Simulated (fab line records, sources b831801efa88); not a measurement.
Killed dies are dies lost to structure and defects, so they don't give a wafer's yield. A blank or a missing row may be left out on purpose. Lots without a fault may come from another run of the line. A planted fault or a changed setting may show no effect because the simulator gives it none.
fab line records | flow sfq_line
record lots=5 wafers=15 last_day=95
route steps=325 shown M4@155 I4@163
lots that met no fault: from a run of the same line without faults
start_h: hours from the record's first day to the start of the lot's first wafer shown | wait_h: hours since the lot's step before | " the same as in the row above | L1.1+2: a row that stands for several wafers | - no value, or no start given | * or withheld: withheld | < > ~ a bound
route shown NAME@n: a module of which the file shows steps, and the number in the route of the first | usual: mean/standard deviation of fault-free wafers | same: alike in all rows | chamber/n: place in a boat | sites: the reading at each site | _std_site: their standard deviation | _edge_site: outer sites' mean less inner sites' | radius_mm: how far each site lies from the wafer's centre | mask NAME#n: copy n | behind: the tool/chamber that last shaped the wafer | hold: why the lot was held/for how many hours/how that ended | device: the transistor (n, p or np) that didn't switch | end of line: the same wafers' tests at the end of the route | a step without rows: its recipe alone | killed: dies lost to structure and defects at the first sort, not the wafer's yield | map: a wafer's dies, x killed, . not, _ none there
set.NAME: the setting as run; set.NAME@STEP: as run at that earlier step | model.NAME: the simulator's own value behind a step, which no gauge read
lots at some steps of the route; a table a step, a row a wafer
services: from which hour (start_h, from the record's first day; less than 0 if before it) a tool's chamber was out of use, for how many hours, and why
## steps
# step SFQ_TRILAYER_M4_LITHO_EXPOSE_094
# recipe mask_id=M4 na=0.6 source_shape=conventional sigma_outer=0.65 target_cd_nm=500 dose_mj=14.4
# step SFQ_TRILAYER_M4_LITHO_PEB_096
# recipe peb_temp_c=115 peb_time_s=60 resist=KrF
# step SFQ_TRILAYER_M4_LITHO_DEVELOP_095
# recipe time_s=60 resist=KrF
# step SFQ_M4_OVL_MEAS_926
# usual M4_OVL=0/6
# columns lot.wafer tool chamber start_h wait_h M4_OVL[nm]
L938.2 overlay-01 - 1274.05 0.1 2
L938.3 " - " " -2
L938.6 " - " " 1
L949.4 overlay-01 - 1409.71 0.1 9
L949.5 " - " " 6
L949.6 " - " " 6
L952.1 overlay-01 - 1432.49 0.1 -3
L952.2 " - " " 2
L952.4 " - " " -2
L957.2 overlay-02 - 1457.82 0.1 6
L957.5 " - " " 3
L957.6 " - " " 2
L961.1 overlay-01 - 1484.34 0.1 3
L961.3 " - " " 4
L961.6 " - " " 6
# step SFQ_TRILAYER_M4_BARC_OPEN_METAL_ETCH_123
# recipe mask_material=PR chemistry=O2 target_depth_nm=125 target=BARC icp_w=600 bias_w=80 pressure_mtorr=10 time_s=41.7
# usual drypump_motor_current_A=5.5/0.39 he_backside_leak_sccm=3.38/0.22 oes_product_au=0.685/0.0045
# columns lot.wafer tool chamber start_h wait_h drypump_motor_current_A he_backside_leak_sccm oes_product_au rf_hours_counter_h
L938.2 rie_metal-04 0 1274.10 0.0 5.2 3.89 0.682 -
L938.3 " 0 " " 5.3 3.57 0.684 -
L938.6 " 0 " " 5.3 3.82 0.683 -
L949.4 rie_metal-02 1 1409.75 0.0 6.4 3.11 0.689 -
L949.5 " 1 " " 6.4 3.18 0.691 -
L949.6 " 0 " " 5.3 3.44 0.696 -
L952.1 rie_metal-02 0 1432.53 0.0 5.3 3.76 0.682 50
L952.2 " 1 " " 6.5 3.21 0.683 11
L952.4 " 1 " " 6.4 3.23 0.677 -
L957.2 rie_metal-02 1 1457.85 0.0 6.4 3.12 0.677 15
L957.5 " 0 " " 5.3 3.59 0.683 -
L957.6 " 1 " " 6.4 3.14 0.685 -
L961.1 rie_metal-02 1 1484.38 0.0 6.4 3.09 0.688 17
L961.3 " 1 " " 6.4 3.05 0.679 -
L961.6 " 1 " " 6.4 3.04 0.683 -
# step SFQ_TRILAYER_M4_ETCH_METAL_ETCH_096
# recipe target=Nb stop_on=SiO2 mask_material=PR chemistry=Cl2/Ar target_depth_nm=240 icp_w=600 bias_w=80 pressure_mtorr=10 time_s=120
# step SFQ_TRILAYER_M4_STRIP_STRIP_097
# recipe gas=O2 power_w=200 platen_temp_c=40 overash_fraction=0.65 chemistry=O2 pressure_mtorr=50
# usual drypump_motor_current_A=5.5/0.39 he_backside_leak_sccm=3.39/0.23 oes_product_au=1.000/0.0068
# columns lot.wafer tool chamber start_h wait_h drypump_motor_current_A he_backside_leak_sccm oes_product_au rf_hours_counter_h
L938.2 rie_metal-04 0 1274.65 0.4 5.4 3.44 0.997 -
L938.3 " 0 " " 5.3 3.61 0.996 -
L938.6 " 0 " " 5.3 3.28 1.002 -
L949.4 rie_metal-02 1 1410.11 0.2 6.4 3.26 1.003 -
L949.5 " 1 " " 6.4 3.26 0.999 -
L949.6 " 0 " " 5.3 3.63 1.013 -
L952.1 rie_metal-02 0 1432.71 0.1 5.3 3.55 1.008 50
L952.2 " 1 " " 6.4 3.11 1.010 11
L952.4 " 1 " " 6.4 3.00 1.008 -
L957.2 rie_metal-02 1 1458.04 0.1 6.5 3.13 0.997 15
L957.5 " 0 " " 5.3 3.49 1.001 -
L957.6 " 1 " " 6.4 3.14 0.995 -
L961.1 rie_metal-02 1 1484.56 0.1 6.4 3.26 0.988 17
L961.3 " 1 " " 6.5 3.29 0.995 -
L961.6 " 1 " " 6.4 3.21 1.005 -
# step SFQ_TRILAYER_M4_STRIP_SOLV_CLEAN_098
# recipe chemistry=NMP temp_c=70 time_s=600
# step SFQ_TRILAYER_I4_DEP_PECVD_099
# recipe material=SiO2 temp_c=150 time_s=111.11 pressure_torr=2.4 rf_w=183.3 precursor=SiH4/N2O target_thk_nm=500
# usual heater_power_w=93/12 throttle_valve_pct=25.1/1.7
# columns lot.wafer tool chamber start_h wait_h heater_power_w throttle_valve_pct
L938.2 pecvd-01 0 1275.83 0.0 77 25.5
L938.3 " 1 " " 100 28.4
L938.6 " 2 " " 93 26.1
L949.4 pecvd-01 2 1410.90 0.0 106 25.9
L949.5 " 0 " " 77 25.3
L949.6 " 1 " " 101 28.3
L952.1 pecvd-04 2 1433.49 0.0 99 23.1
L952.2 " 0 " " 99 24.2
L952.4 " 2 " " 104 23.0
L957.2 pecvd-01 2 1458.83 0.0 95 25.9
L957.5 " 2 " " 100 25.8
L957.6 " 0 " " 71 25.5
L961.1 pecvd-01 2 1485.34 0.0 109 26.1
L961.3 " 1 " " 98 28.0
L961.6 " 2 " " 90 26.0
# step SFQ_TRILAYER_I4_CMP_CMP_100
# recipe material=SiO2 down_force_psi=3 platen_rpm=60 pad_velocity_m_s=0.94248
# usual head_pressure_psi=3.000/0.0067 motor_current_A=10.2/0.98 platen_rpm=60.00/0.039 slurry_filter_dp_kPa=13.51/0.12 time_to_endpoint_s=218/8.9
# columns lot.wafer tool chamber start_h wait_h head_pressure_psi motor_current_A platen_rpm slurry_filter_dp_kPa time_to_endpoint_s
L938.2 cmp-01 0 1275.90 0.0 2.993 11.3 59.99 13.47 207
L938.3 " 3 1277.40 1.5 2.997 10.3 59.99 13.30 215
L938.6 " 0 " " 3.001 10.6 60.03 13.45 215
L949.4 cmp-01 3 1420.87 9.9 3.017 9.9 60.04 13.42 217
L949.6 " 2 1422.37 11.4 3.008 10.3 60.00 13.69 211
L949.5 " 3 " " 3.004 9.9 59.98 13.46 213
L952.4 cmp-01 0 1441.37 7.8 3.000 10.7 60.09 13.46 217
L952.1 " 2 1442.37 8.8 2.999 9.3 59.95 13.38 212
L952.2 " 3 " " 2.996 10.5 60.04 13.43 217
L957.2 cmp-01 1 1475.25 16.4 2.990 9.8 59.94 13.57 215
L957.6 " 1 1477.25 18.3 2.994 9.9 60.03 13.69 209
L957.5 " 2 " " 2.986 9.7 59.96 13.54 213
L961.1 cmp-01 3 1488.25 2.9 3.014 10.6 59.99 13.40 221
L961.3 " 0 " " 2.997 10.5 59.98 13.30 216
L961.6 " 2 1489.75 4.3 3.008 9.4 60.00 13.53 214
# step SFQ_I4_BOW_MEAS_927
# recipe mode=bow
# usual I4_BOW=4/9.1
# columns lot.wafer tool chamber start_h wait_h I4_BOW[um]
L938.2 film_metro-01 - 1278.92 2.5 5
L938.3 " - " " -5
L938.6 " - " " -3
L949.4 film_metro-02 - 1423.43 2.1 9
L949.5 " - " " 5
L949.6 " - " " 9
L952.1 film_metro-04 - 1444.37 1.5 10
L952.2 " - " " 1
L952.4 " - " " 9
L957.2 film_metro-02 - 1478.27 2.5 -2
L957.5 " - " " -4
L957.6 " - " " -6
L961.1 film_metro-04 - 1490.25 1.5 6
L961.3 " - " " 5
L961.6 " - " " -6
# step SFQ_TRILAYER_I4_METRO_MEASURE_101
# step SFQ_TRILAYER_I4_VIA_LITHO_COAT_108
# recipe resist=BARC spin_rpm=3000 resist_thk_nm=62
# columns lot.wafer tool chamber start_h wait_h model.BARC_of_TRILAYER_I4_VIA_LITHO_COAT_108.thk_nm
L938.2 litho_track-02 0 1280.27 0.8 62.64
L938.3 " 0 " " 62.63
L938.6 " 0 " " 62.32
L949.4 litho_track-04 0 1424.84 0.6 62.1
L949.5 " 0 " " 58.78
L949.6 " 0 " " 62.02
L952.1 litho_track-03 0 1445.69 1.0 61.99
L952.2 " 0 " " 61.8
L952.4 " 0 " " 61.98
L957.2 litho_track-04 0 1479.62 0.8 62.1
L957.5+6 " 0 " " 62.19
L961.1 litho_track-03 0 1491.57 1.0 61.87
L961.3 " 0 " " 61.91
L961.6 " 0 " " 61.89
# step SFQ_TRILAYER_I4_VIA_LITHO_COAT_103
# recipe resist=KrF spin_rpm=3000 resist_thk_nm=650
# step SFQ_TRILAYER_I4_VIA_LITHO_SOFTBAKE_107
# recipe temp_c=withheld time_s=withheld resist=KrF
# step SFQ_TRILAYER_I4_VIA_LITHO_EXPOSE_104
# recipe mask_id=I4 na=0.6 source_shape=conventional sigma_outer=0.65 target_cd_nm=700 dose_mj=21.3
# step SFQ_TRILAYER_I4_VIA_LITHO_PEB_106
# recipe peb_temp_c=115 peb_time_s=60 resist=KrF
# step SFQ_TRILAYER_I4_VIA_LITHO_DEVELOP_105
# recipe time_s=60 resist=KrF
# step SFQ_I4_OVL_MEAS_928
# usual I4_OVL=3/5.7
# columns lot.wafer tool chamber start_h wait_h I4_OVL[nm]
L938.2 overlay-01 - 1407.30 0.1 2
L938.3 " - " " 5
L938.6 " - " " 0
L949.4 overlay-01 - 1528.89 0.1 8
L949.5 " - " " -5
L949.6 " - " " 10
L952.1 overlay-02 - 1549.39 0.1 4
L952.2 " - " " 4
L952.4 " - " " 4
L957.2 overlay-01 - 1575.92 0.1 -5
L957.5 " - " " 13
L957.6 " - " " -3
L961.1 overlay-02 - 1591.52 0.1 3
L961.3 " - " " 4
L961.6 " - " " 8
# step SFQ_TRILAYER_I4_VIA_BARC_OPEN_VIA_ETCH_146
# recipe mask_material=PR chemistry=O2 target_depth_nm=125 target=BARC source_w=500 bias_w=80 pressure_mtorr=30 time_s=41.7
# usual drypump_motor_current_A=5.5/0.35 oes_product_au=0.685/0.0049
# columns lot.wafer tool chamber start_h wait_h drypump_motor_current_A oes_product_au rf_hours_counter_h model.etch.depth_nm
L938.2 rie_diel-04 2 1407.33 0.0 4.9 0.698 0 62.64
L938.3 " 1 " " 5.9 0.684 2 62.63
L938.6 " 1 " " 5.9 0.689 - 62.32
L949.4 rie_diel-01 3 1528.90 0.0 5.6 0.687 12 62.1
L949.5 " 2 " " 6.2 0.673 - 58.78
L949.6 " 1 " " 5.3 0.679 - 62.02
L952.1 rie_diel-04 1 1549.43 0.0 5.9 0.691 4 61.99
L952.2 " 2 " " 4.9 0.693 2 61.8
L952.4 " 0 " " 5.0 0.688 13 61.98
L957.2 rie_diel-03 3 1575.95 0.0 5.3 0.686 16 62.1
L957.5 " 2 " " 5.7 0.685 - 62.19
L957.6 " 1 " " 5.6 0.681 - 62.19
L961.1 rie_diel-04 2 1591.55 0.0 4.9 0.683 4 61.87
L961.3 " 1 " " 5.9 0.686 5 61.91
L961.6 " 3 " " 5.4 0.685 - 61.89
# step SFQ_TRILAYER_I4_VIA_ETCH_VIA_ETCH_106
# recipe target=SiO2 stop_on=Nb mask_material=PR taper_deg=20 chemistry=CHF3 target_depth_nm=260 source_w=500 bias_w=80 pressure_mtorr=30 time_s=withheld
# usual drypump_motor_current_A=5.5/0.35 oes_product_au=0.855/0.0051
# columns lot.wafer tool chamber start_h wait_h drypump_motor_current_A oes_product_au
L938.2 rie_diel-04 2 1407.37 0.0 4.9 0.860
L938.3 " 1 " " 5.8 0.861
L938.6 " 1 " " 5.9 0.864
L949.4 rie_diel-01 3 1528.94 0.0 5.6 0.861
L949.5 " 2 " " 6.3 0.852
L949.6 " 1 " " 5.3 0.858
L952.1 rie_diel-04 1 1549.47 0.0 5.8 0.861
L952.2 " 2 " " 4.9 0.850
L952.4 " 0 " " 5.0 0.859
L957.2 rie_diel-03 3 1575.99 0.0 5.3 0.857
L957.5 " 2 " " 5.7 0.852
L957.6 " 1 " " 5.6 0.857
L961.1 rie_diel-04 2 1591.59 0.0 4.9 0.860
L961.3 " 1 " " 5.9 0.854
L961.6 " 3 " " 5.5 0.849
## services
# columns tool chamber start_h hours kind
rie_diel-04 - 1254.59 2.8 pm
cmp-01 - 1256.29 4.0 pm
cmp-01 - 1260.29 3.3 pm
rie_metal-04 1 1273.82 12.4 repair
cmp-01 - 1279.17 5.8 repair
rie_diel-01 2 1289.97 3.2 repair
rie_diel-03 3 1313.91 2.0 repair
cmp-01 - 1315.50 5.2 pm
cmp-01 - 1334.78 0.5 repair
rie_metal-04 - 1352.07 0.2 repair
rie_metal-04 - 1355.76 2.5 repair
rie_diel-03 3 1358.31 10.0 repair
rie_metal-02 - 1361.96 1.5 repair
cmp-01 - 1404.50 0.5 repair
rie_diel-04 2 1421.83 13.2 repair
rie_diel-04 1 1427.67 1.9 repair
cmp-01 - 1447.37 18.9 pm
rie_metal-02 - 1453.42 0.2 repair
rie_metal-02 - 1504.21 0.7 repair
pecvd-01 - 1531.19 11.7 repair
cmp-01 - 1533.56 2.9 repair
cmp-01 - 1539.14 0.8 repair
rie_metal-02 1 1546.70 27.2 repair
cmp-01 - 1585.72 1.3 repair
## key
first_sign none at tools or gauges
model_effect step=SFQ_TRILAYER_I4_VIA_LITHO_COAT_108 value=BARC_of_TRILAYER_I4_VIA_LITHO_COAT_108.thk_nm without=62.09 struck=58.78
model_effect step=SFQ_TRILAYER_I4_VIA_BARC_OPEN_VIA_ETCH_146 value=etch.depth_nm without=62.09 struck=58.78
met_at SFQ_TRILAYER_I4_VIA_LITHO_COAT_108
struck_wafers L949.5
fault kind=process_parameter_drift tool=litho_track-04 chamber=- onset_h=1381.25 steps=SFQ_TRILAYER_I4_VIA_LITHO_COAT_108 channel=resist_thk_nm offset=-3.3041 shape=step end_h=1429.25 scope=struck_wafers_only acts_in=these_recipes_only stated=62
